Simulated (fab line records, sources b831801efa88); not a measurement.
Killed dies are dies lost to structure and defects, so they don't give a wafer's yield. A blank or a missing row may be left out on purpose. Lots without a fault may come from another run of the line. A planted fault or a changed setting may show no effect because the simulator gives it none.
Chamber matching | flow gf180mcu | GF_V1_CMP_26 on cmp-02: 4 sister chambers
The step polishes, stops on SiO2, t overpolish 15 s, target thk 0 nm. 4 wafers are shown with their chamber, then 7 later ones without.

WAFERS WITH THEIR CHAMBER
wafer  | chamber | time_to_endpoint_s (s)
L386.4 | 3       | 88
L388.1 | 0       | 80
L390.1 | 1       | 91
L390.2 | 2       | 93

WAFERS WITHOUT THEIR CHAMBER
wafer  | time_to_endpoint_s (s)
L390.4 | 81
L391.1 | 91
L391.3 | 96
L391.5 | 91
L404.2 | 82
L404.3 | 98
L404.5 | 83

WHICH CHAMBER EACH WENT THROUGH
wafer  | from the rows above          | in truth
L390.4 | 0                            | 0
L391.1 | can't be placed: 1 or 2 or 3 | 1
L391.3 | can't be placed: 2 or 1 or 3 | 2
L391.5 | can't be placed: 1 or 2 or 3 | 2
L404.2 | can't be placed: 0 or 3      | 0
L404.3 | can't be placed: 2 or 1 or 3 | 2
L404.5 | can't be placed: 0 or 3 or 1 | 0
Placed correctly: 1 of 7. Can't be placed from these rows: 6 (the true chamber is among the candidates in 6). Placed wrongly: 0.
How it was worked out, from the rows above alone: a wafer's distance from a chamber is the root of the sum, over the readings, of the square of ((its reading less the chamber's mean) divided by the reading's scatter). The wafer belongs to the nearest chamber; if the next one is less than 2 further off, it can't be placed. A chamber's mean is the mean of its shown wafers. The scatter: with one shown wafer a chamber, the root of the mean of the squares of how far each hidden wafer lies from its nearest shown one.
